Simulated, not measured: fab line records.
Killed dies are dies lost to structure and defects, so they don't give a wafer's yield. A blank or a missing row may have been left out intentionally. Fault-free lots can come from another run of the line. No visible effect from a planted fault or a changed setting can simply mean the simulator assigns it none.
2 desks looking at one fault || flow gf180mcu || each desk holds nothing but its own numbers, with what lay behind them at the end

AT THE METROLOGY DESK
Means of the sampled wafers that have a number, per lot and without regard to the tool the lot ran on: this is what the gauges read. The brackets show how far a lot's mean lies from the usual mean; more than 4 standard deviations puts the lot out of limits, marked OUT.
Columns: A = HV_LDD_2_TW at GF_HV_LDD_TW_MEAS_23, usual 1057; B = HV_LDD_02_OVL at GF_HV_LDD_OVL_MEAS_32, usual 1.0 nm
{"lot": "L261", "first seen here": "day 10 23:01", "A": 1058, "B": 0.4}
{"lot": "L270", "first seen here": "day 13 22:39", "A": "988 (-11) OUT", "B": 0.1}
{"lot": "L271", "first seen here": "day 14 06:50", "A": "978 (-13) OUT", "B": -1.0}
{"lot": "L272", "first seen here": "day 14 12:05", "A": 1051, "B": 2.1}
{"lot": "L273", "first seen here": "day 14 20:19", "A": 1062, "B": 0.6}
{"lot": "L274", "first seen here": "day 15 02:04", "A": 1053, "B": 1.7}
{"lot": "L275", "first seen here": "day 15 08:32", "A": 1061, "B": 0.9}
{"lot": "L278", "first seen here": "day 17 00:13", "A": 1057, "B": 1.5}
{"lot": "L279", "first seen here": "day 17 09:25", "A": 1050, "B": 1.4}
{"lot": "L280", "first seen here": "day 17 13:55", "A": 1057, "B": 0.1}
{"lot": "L281", "first seen here": "day 17 17:05", "A": 1050, "B": -0.8}
{"lot": "L282", "first seen here": "day 17 21:58", "A": 1054, "B": 0.1}
This desk reports L270, L271 out of limits; the earliest was L270 at day 13 22:39 (HV_LDD_2_TW at GF_HV_LDD_TW_MEAS_23). L261, L272, L273, L274, L275, L278, L279, L280, L281, L282: within limits.

THE TOOL OWNER'S DESK: implanter-04
For each lot that ran on this tool, the mean over its sampled wafers that have a number, from the tool's own readings at GF_HV_LDD_IMPLANT_21. The brackets show how far a lot's mean lies from the usual mean; more than 4 standard deviations puts the lot out of limits, marked OUT.
Columns: A = beam on s at GF_HV_LDD_IMPLANT_21, usual 10.01 s; B = faraday current uA at GF_HV_LDD_IMPLANT_21, usual 281; C = tilt deg at GF_HV_LDD_IMPLANT_21, usual 7.007 degrees
{"lot": "L270", "first seen here": "day 13 22:24", "A": "7.70 (-12) OUT", "B": "367 (+15) OUT", "C": 7.021}
{"lot": "L271", "first seen here": "day 14 06:35", "A": "7.80 (-11) OUT", "B": "361 (+14) OUT", "C": 7.018}
{"lot": "L278", "first seen here": "day 16 23:58", "A": 9.89, "B": 284, "C": 7.007}
{"lot": "L279", "first seen here": "day 17 09:10", "A": 10.14, "B": 279, "C": 6.972}
{"lot": "L280", "first seen here": "day 17 13:40", "A": 10.04, "B": 281, "C": 6.994}
{"lot": "L282", "first seen here": "day 17 21:43", "A": 10.04, "B": 280, "C": 7.010}
This desk's verdict: out of limits on L270, L271, starting with L270 at day 13 22:24 (beam on s at GF_HV_LDD_IMPLANT_21). L278, L279, L280, L282: within limits.

TAKEN TOGETHER
At day 13 22:24, on L270, L271, the tool owner's desk was in a position to raise an alarm.
At day 13 22:39 the metrology desk could have sounded an alarm, on L270, L271.
GF_HV_LDD_IMPLANT_21 was run on implanter-04 by each of the lots named.

WHAT THE SIMULATOR HAD INSERTED
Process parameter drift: implanter-04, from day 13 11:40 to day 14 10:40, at GF_HV_LDD_IMPLANT_21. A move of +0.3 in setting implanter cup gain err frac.
Lots struck among those shown: L270, L271.
Counting hours from when the fault started, the first reading out of limits came at 11 for the tool owner's desk and at 11 for the metrology desk.
